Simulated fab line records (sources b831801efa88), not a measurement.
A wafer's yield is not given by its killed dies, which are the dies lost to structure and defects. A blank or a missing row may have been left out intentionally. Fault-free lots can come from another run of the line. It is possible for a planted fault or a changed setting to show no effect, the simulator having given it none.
Struck lot and sound lot, side by side / flow gf180mcu / 14 out of 602 route steps
Sound: these wafers, L235.1, L235.2, L235.5. The struck wafers were L236.3, L236.4, L236.5. At the end, the cause is stated.
Each step with rows lists, per side, the tool, then ch with its chambers, then its first start. Under that, the readings that differ: sound wafers / struck wafers / difference of the means / sigmas: that difference in standard deviations of wafers without a fault.
alike: readings with means less than 2 such deviations apart, plus words and numbers identical on both sides. not compared: withheld readings, readings lacking a value on some wafer, bounds such as >300 that could conceal the same value, and numbers that have no deviation in the record and whose values overlap.
The two part at a step that has a row with sigmas, a row that says differs or no value, or rows on one side only. When numbers do not overlap yet have no deviation, they are printed without sigmas and do not part them. A reading missing from all wafers of one side parts the sides only when that side holds two or more wafers.

first, 4 steps without rows for these wafers: GF_VT_IMPLANT_SOFTBAKE_25 (time 60 s); GF_VT_IMPLANT_EXPOSE_26 (exposes mask LVPWELL HV AREA, target cd 860 nm); GF_VT_IMPLANT_PEB_27; GF_VT_IMPLANT_DEVELOP_28 (develop time 60 s).
GF_VT_IMPLANT_OVL_MEAS_29:
  struck on overlay-01, day 8 00:31; sound on overlay-01, day 7 17:19
  alike: VT_IMPLANT_02_OVL
next, for these wafers, 1 step has no rows: GF_VT_IMPLANT_IMPLANT_30.
GF_VT_IMPLANT_STRIP_31: strips in O2/N2.
  sound on plasma_asher-02 ch 0,1, day 7 17:30; struck on plasma_asher-04 ch 0,1, day 8 00:43
  alike: drypump_motor_current_A, heater_power_w, oes_product_au, strip_time_to_endpoint_s
  not compared: rf_hours_counter_h
GF_VT_IMPLANT_TW_MEAS_32:
  struck on film_metro-01, day 8 00:48; sound on film_metro-01, day 7 17:36
  alike: VT_IMPLANT_3_TW
then, 4 steps without rows for these wafers: GF_VT_IMPLANT_DEHYDRATE_33 (time 60 s); GF_VT_IMPLANT_HMDS_34 (prime time 60 s); GF_VT_IMPLANT_COAT_35 (resist thk 1000 nm); GF_VT_IMPLANT_SOFTBAKE_36 (time 60 s).
GF_VT_IMPLANT_EXPOSE_37: exposes mask Nwell HV AREA, target cd 860 nm.
  sound on iline_stepper-02 ch 0, day 8 01:17; struck on iline_stepper-02, day 8 09:06
  no value came back on the struck wafers for exposure_dose_mJ_cm2, focus_offset_nm (nm), reticle_temp_C (C); on the sound wafers exposure_dose_mJ_cm2 reads 139.86 139.99 140.01
reading=model.VT_IMPLANT.overlay_x_nm (nm); sound=0.004364 0.004364 0.004364; struck=0.9865 0.9865 0.9865; difference=+0.9821; sigmas=
  alike: mask
next, for these wafers, 1 step has no rows: GF_VT_IMPLANT_PEB_38.

== WHERE THEY PART ==
Only at GF_VT_IMPLANT_EXPOSE_37, as far as this record shows.

WHY: what had been put in by the simulator
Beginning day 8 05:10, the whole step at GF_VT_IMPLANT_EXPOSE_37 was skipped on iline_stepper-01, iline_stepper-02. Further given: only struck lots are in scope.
